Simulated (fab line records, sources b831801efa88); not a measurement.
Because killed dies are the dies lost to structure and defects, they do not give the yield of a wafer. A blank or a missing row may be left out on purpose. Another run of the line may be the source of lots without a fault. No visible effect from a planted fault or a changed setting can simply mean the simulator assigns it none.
A struck lot beside a sound one | flow sky130 | 14 steps out of a route of 708
Sound: wafers L908.4, L908.5, L908.6. Wafers L923.2, L923.4, L923.5 were the ones struck. The cause comes at the end.
For every step that has rows: the tool of each side, followed by ch and its chambers, followed by its first start. Under that, the readings that differ: sound wafers | struck wafers | difference of the means | sigmas: that difference in standard deviations of wafers without a fault.
alike: words and numbers the same on both sides, and readings whose means are apart by under 2 such deviations; not compared: readings that were withheld, readings missing a value for some wafer, numbers with overlapping values and no deviation given by the record, and bounds like >300 which may hide the same value.
The two part at a step that has a row with sigmas, a row that says differs or no value, or rows on one side only. Numbers that have no deviation but don't overlap get no sigmas and don't part them. A reading that every wafer of one side lacks parts them only if that side has two wafers or more.

first, 4 steps without rows for these wafers: SKY_RES_XHIGH_EXPOSE_04 (exposes mask URPM, target cd 1270 nm); SKY_RES_XHIGH_PEB_05; SKY_RES_XHIGH_DEVELOP_06 (develop time 60 s); SKY_RES_XHIGH_IMPLANT_07.
SKY_RES_XHIGH_STRIP_08: strips in O2/N2.
  sound on plasma asher-03 ch 0,1, day 28 19:46; struck on plasma asher-02 ch 0,1, day 33 07:44
  alike: drypump motor current A, oes product au, strip time to endpoint s
  not compared: rf hours counter h
SKY_RES_XHIGH_TW_MEAS_09:
  sound: film metro-02 at day 28 19:52; struck: film metro-01 at day 33 07:50
  alike: RES_XHIGH_TW
then, 6 steps without rows for these wafers: SKY_SD_N_DEHYDRATE_00 (time 60 s); SKY_SD_N_HMDS_01 (prime time 60 s); SKY_SD_N_COAT_02 (resist thk 1140 nm); SKY_SD_N_SOFTBAKE_03 (time 60 s); SKY_SD_N_EXPOSE_04 (exposes mask NSDM, target cd 380 nm); SKY_SD_N_PEB_05.
SKY_SD_N_DEVELOP_06: develop time 60 s.
  struck on litho track-01, day 34 09:49; sound on litho track-01 ch 0, day 30 00:43
  no value came back on the struck wafers for chill plate temp C (C), develop time s (s); on the sound wafers chill plate temp C (C) reads 22.94 23.02 23.15
SKY_SD_N_CD_MEAS_07: target cd 380 nm.
  sound: cd sem-02 at day 30 00:52; struck: cd sem-02 at day 34 09:58
  reading    | sound             | struck | difference                    | sigmas
  cd nm (nm) | 378.8 379.8 380.0 | - - -  | no value on the struck wafers |

WHERE THEY PART
First at SKY_SD_N_DEVELOP_06; last, within this record, at SKY_SD_N_CD_MEAS_07.

WHY: whatever the simulator had introduced
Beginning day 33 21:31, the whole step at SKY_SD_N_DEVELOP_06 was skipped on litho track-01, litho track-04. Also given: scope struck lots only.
